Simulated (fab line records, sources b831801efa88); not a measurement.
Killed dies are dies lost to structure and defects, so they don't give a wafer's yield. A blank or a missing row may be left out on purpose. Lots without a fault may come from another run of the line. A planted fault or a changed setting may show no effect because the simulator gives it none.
A struck lot beside a sound one | flow gf180mcu | 18 steps out of a route of 602
Sound: wafers L789.4, L789.5, L789.6. Struck: wafers L782.1, L782.2, L782.6. The cause comes at the end.
At each step with rows: each side's tool, then ch and its chambers, then its first start. Under that, the readings that differ: sound wafers | struck wafers | difference of the means | sigmas: that difference in standard deviations of wafers without a fault.
alike: readings whose means differ by less than 2 such deviations, and words and numbers that are the same on both sides. not compared: withheld readings, readings that some wafer has no value for, bounds like >300 that may hide the same value, and numbers for which the record gives no deviation and whose values overlap.
The two part at a step that has a row with sigmas, a row that says differs or no value, or rows on one side only. Numbers that don't overlap but have no deviation are shown without sigmas and don't part them. A reading that every wafer of one side lacks parts them only if that side has two wafers or more.

GF_CONTACT_STRIP_18: strips in O2/N2.
  sound on plasma_asher-04 ch 0,1, day 21 19:02; struck on plasma_asher-02 ch 0,1, day 19 06:50
  alike: drypump_motor_current_A, heater_power_w, oes_product_au
  not compared: rf_hours_counter_h
then, 4 steps without rows for these wafers: GF_CONTACT_CLEAN_19 (cleans in SPM); GF_CONTACT_CLEAN_20 (cleans in DIW); GF_CONTACT_CLEAN_21 (cleans in dHF, time 20 s); GF_CONTACT_SPUTTER_22 (material Ti, target thk 15 nm, time 80.02 s).
GF_CONTACT_SPUTTER_23: material TiN, target thk 10 nm, time 40 s.
  sound on pvd_sputter-04, day 21 19:22; struck on pvd_sputter-01, day 19 07:11
  reading                | sound                | struck               | difference | sigmas
  cathode_dc_power_W (W) | 4000.1 3999.9 4000.2 | 4002.1 4001.5 4000.9 | +1.4       | +2
  alike: chamber_pressure_pa, throttle_valve_pct
then, 1 step without rows for these wafers: GF_CONTACT_CVD_24 (deposits W, target thk 300 nm, time 90.339 s).
GF_CONTACT_RS_MEAS_25: measures by four-point-probe.
  sound on film_metro-04, day 21 19:34; struck on film_metro-01, day 19 07:19
  alike: CONTACT_W_RS
GF_CONTACT_THK_MEAS_26: measures by xrf.
  sound on film_metro-04, day 21 19:39; struck on film_metro-01, day 19 07:26
  alike: CONTACT_W_THK
then, 1 step without rows for these wafers: GF_CONTACT_CMP_27 (polishes, stops on SiO2, t overpolish 15 s, target thk 0 nm).
GF_M1_SPUTTER_00: material Ti, target thk 37.5 nm, time 150 s.
  sound on pvd_sputter-03, day 21 19:59; struck on pvd_sputter-04, day 19 07:48
  reading                | sound          | struck         | difference | sigmas
  throttle_valve_pct (%) | 31.3 30.4 31.3 | 30.0 28.5 28.3 | -2.1       | -2
  alike: cathode_dc_power_W, chamber_pressure_pa
GF_M1_SPUTTER_01: material TiN, target thk 30 nm, time 25 s.
  sound on pvd_sputter-03, day 21 20:05; struck on pvd_sputter-04, day 19 07:54
  reading                | sound          | struck         | difference | sigmas
  throttle_valve_pct (%) | 31.5 30.7 31.4 | 29.7 28.2 28.5 | -2.4       | -2
  alike: cathode_dc_power_W, chamber_pressure_pa
GF_M1_SPUTTER_02: material AlCu, target thk 450 nm, time 23.9 s.
  sound on pvd_sputter-03, day 21 20:07; struck on pvd_sputter-04, day 19 07:56
  no value came back on the struck wafers for cathode_dc_power_W (W), chamber_pressure_pa (Pa), throttle_valve_pct (%); on the sound wafers cathode_dc_power_W (W) reads 10598 10595 10599
then, 1 step without rows for these wafers: GF_M1_SPUTTER_03 (material Ti, target thk 10 nm, time 6.7 s).
GF_M1_SPUTTER_04: material TiN, target thk 50 nm, time 41.7 s.
  sound on pvd_sputter-03, day 21 20:10; struck on pvd_sputter-04, day 19 07:59
  reading                | sound          | struck         | difference | sigmas
  throttle_valve_pct (%) | 31.1 30.8 31.2 | 29.9 28.4 28.3 | -2.2       | -2
  alike: cathode_dc_power_W, chamber_pressure_pa
GF_M1_RS_MEAS_05: measures by four-point-probe.
  sound on film_metro-02, day 21 20:16; struck on film_metro-03, day 19 08:01
  reading             | sound                | struck               | difference | sigmas
  M1_ALCU_RS (ohm/sq) | 0.0682 0.0701 0.0684 | 7.2378 7.2705 7.2983 | +7.2000    | +99 or more
GF_M1_THK_MEAS_06: measures by xrf.
  sound on film_metro-02, day 21 20:21; struck on film_metro-03, day 19 08:08
  reading          | sound       | struck   | difference | sigmas
  M1_ALCU_THK (nm) | 459 446 455 | <0 <0 <0 | differs    |
then, 1 step without rows for these wafers: GF_M1_DEHYDRATE_07 (time 60 s).

WHERE THEY PART
First at GF_CONTACT_SPUTTER_23; last, within this record, at GF_M1_THK_MEAS_06.

WHY: what the simulator had put in
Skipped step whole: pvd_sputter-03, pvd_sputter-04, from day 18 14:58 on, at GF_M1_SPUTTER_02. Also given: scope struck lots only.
